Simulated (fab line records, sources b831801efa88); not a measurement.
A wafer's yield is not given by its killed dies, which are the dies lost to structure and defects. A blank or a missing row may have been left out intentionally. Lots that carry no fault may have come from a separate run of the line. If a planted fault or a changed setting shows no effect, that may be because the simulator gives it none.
Which tool was responsible? | flow sky130 | 6 lots, 18 wafers sampled, at 2 steps of a route of 708

== WHAT THE GAUGES SHOWED, per wafer ==
SKY_SONOS_ONO_THK_MEAS_03.
lot  | measured     | on            | SONOS_ONO_CVD_02_THK (nm)
L718 | day 12 05:37 | film metro-02 | 10.49 10.42 10.56
L723 | day 13 07:44 | film metro-02 | 10.63 10.69 10.61
L726 | day 14 10:56 | film metro-04 | 10.60 10.57 10.43
L728 | day 15 02:07 | film metro-01 | 11.82 11.70 11.72
L738 | day 18 12:44 | film metro-01 | 10.68 10.53 10.65
L740 | day 19 03:05 | film metro-04 | 10.46 10.52 10.36

== TOOL THAT RAN EACH LOT (tool first, then ch and the chambers of the sampled wafers, then the start) ==
lot  | SKY_SONOS_ONO_CVD_02
L718 | lpcvd-02 ch 0, day 12 04:34
L723 | lpcvd-02 ch 0, day 13 06:41
L726 | lpcvd-02 ch 1, day 14 09:53
L728 | lpcvd-02 ch 1, day 15 01:02
L738 | lpcvd-02 ch 1, day 18 11:40
L740 | lpcvd-02 ch 0, day 19 02:02
- SKY_SONOS_ONO_CVD_02: deposits Si3N4 from DCS/NH3, target thk 10.5 nm, time 180 s.

== THE ANSWER, worked out from the rows above alone ==
Rule: the lots themselves supply what counts as usual. Put in order of their means at a reading, lots are off if they are a third of the lots or fewer, leave a main group of 4 or more, and stand apart from it by a gap of 3 or more times the standard deviation of the main group's means; of several such gaps the widest counts. A main group is skipped when, at the precision printed for the reading in the tables above, its means are all equal. Also off: a lot with no number at a reading for which 4 or more lots have one. Where the step has rows for the other lots, those lots are counted as sound.
Off: at SKY_SONOS_ONO_THK_MEAS_03 (SONOS_ONO_CVD_02_THK), L728. Mean 10.55 nm and standard deviation 0.075 in the main group.
A tool fits if, at a process step before that reading, it ran every lot that is off, and no sound lot after the first of them. The gauges at SKY_SONOS_ONO_THK_MEAS_03 are tried like those tools. No candidate that was tried fits.

== WHAT THE SIMULATOR PUT IN ==
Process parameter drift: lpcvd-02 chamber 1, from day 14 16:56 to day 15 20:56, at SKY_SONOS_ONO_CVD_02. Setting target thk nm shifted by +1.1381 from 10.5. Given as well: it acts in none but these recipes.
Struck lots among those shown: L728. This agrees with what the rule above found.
